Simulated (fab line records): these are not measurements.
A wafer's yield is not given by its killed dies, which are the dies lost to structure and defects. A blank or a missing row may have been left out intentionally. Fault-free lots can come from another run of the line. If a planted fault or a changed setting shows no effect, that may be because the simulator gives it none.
Which tool did it?    flow gf180mcu    Sampling: 12 lots, 36 wafers, 2 of 602 route steps

## WHAT THE GAUGES READ, wafer by wafer
GF_MVSD_TW_MEAS_11.
lot   measured      on             MVSD_TW
L197  day 4 11:19   film_metro-03  1581 1574 1572
L199  day 4 23:07   film_metro-03  1572 1576 1579
L200  day 5 04:43   film_metro-04  1581 1571 1583
L201  day 5 09:28   film_metro-04  1568 1577 1567
L202  day 5 15:38   film_metro-03  1578 1586 1573
L206  day 6 17:07   film_metro-04  1575 1573 1561
L207  day 6 21:17   film_metro-02  1609 1613 1605 1608 1607 1611
L208  day 7 03:41   film_metro-02  1595 1598 1603
L214  day 8 12:08   film_metro-02  1578 1577 1584
L217  day 9 06:58   film_metro-03  1570 1572 1581
L219  day 9 19:01   film_metro-03  1574 1580 1575
L220  day 10 00:34  film_metro-04  1562 1563 1567

## TOOL THAT RAN EACH LOT (tool first, then ch and the chambers of the sampled wafers, then the start)
lot   GF_MVSD_IMPLANT_09
L197  implanter-02 ch 0, day 4 11:05
L199  implanter-04 ch 0, day 4 22:52
L200  implanter-02 ch 0, day 5 04:28
L201  implanter-02 ch 0, day 5 09:13
L202  implanter-04 ch 0, day 5 15:24
L206  implanter-02 ch 0, day 6 16:52
L207  implanter-04 ch 0, day 6 21:02
L208  implanter-04 ch 0, day 7 03:28
L214  implanter-01 ch 0, day 8 11:54
L217  implanter-01 ch 0, day 9 06:43
L219  implanter-01 ch 0, day 9 18:47
L220  implanter-04 ch 0, day 10 00:19
- GF_MVSD_IMPLANT_09

## AS READ BY THE TOOLS THEMSELVES (means over the sampled wafers that have a number; for cases with no such wafer, the mark the record gives instead)
GF_MVSD_IMPLANT_09.
lot   tool          tilt_deg (degrees)
L197  implanter-02  0.019
L199  implanter-04  0.021
L200  implanter-02  -0.010
L201  implanter-02  0.004
L202  implanter-04  0.013
L206  implanter-02  -0.019
L207  implanter-04  5.554
L208  implanter-04  5.565
L214  implanter-01  0.016
L217  implanter-01  -0.006
L219  implanter-01  -0.025
L220  implanter-04  -0.016

## THE ANSWER, worked out from the rows above alone
Rule: usual is defined by the lots themselves. The widest of any qualifying gaps counts: lots, ordered by their means at a reading, are off when they make up no more than a third of the lots, leave a main group of 4 or more, and stand apart from it by 3 or more times the standard deviation of that group's means. Not used: any main group whose means are identical at the precision the tables above print for the reading. A lot without any number at a reading at which 4 lots or more have one is off too. All remaining lots with rows at the step are treated as sound. After the gauges, taken in route order, come the tools' own readings; for these a lot's mean is taken, as printed above. At the first step where some lot is off, the reading lying furthest off is the one used; lots without a number count as furthest.
Off: at GF_MVSD_TW_MEAS_11 (MVSD_TW), L207, L208. For the main group the mean is 1574 and the standard deviation 4.6.
If a tool, at a process step before that reading, ran all the lots that are off and no sound lot after the first of them, it fits. Not tried: the gauges at GF_MVSD_TW_MEAS_11; whatever is off there is also off at GF_MVSD_IMPLANT_09, on other tools, and gauge error can't account for it. None of those tried fits.

## WHAT THE SIMULATOR PUT IN
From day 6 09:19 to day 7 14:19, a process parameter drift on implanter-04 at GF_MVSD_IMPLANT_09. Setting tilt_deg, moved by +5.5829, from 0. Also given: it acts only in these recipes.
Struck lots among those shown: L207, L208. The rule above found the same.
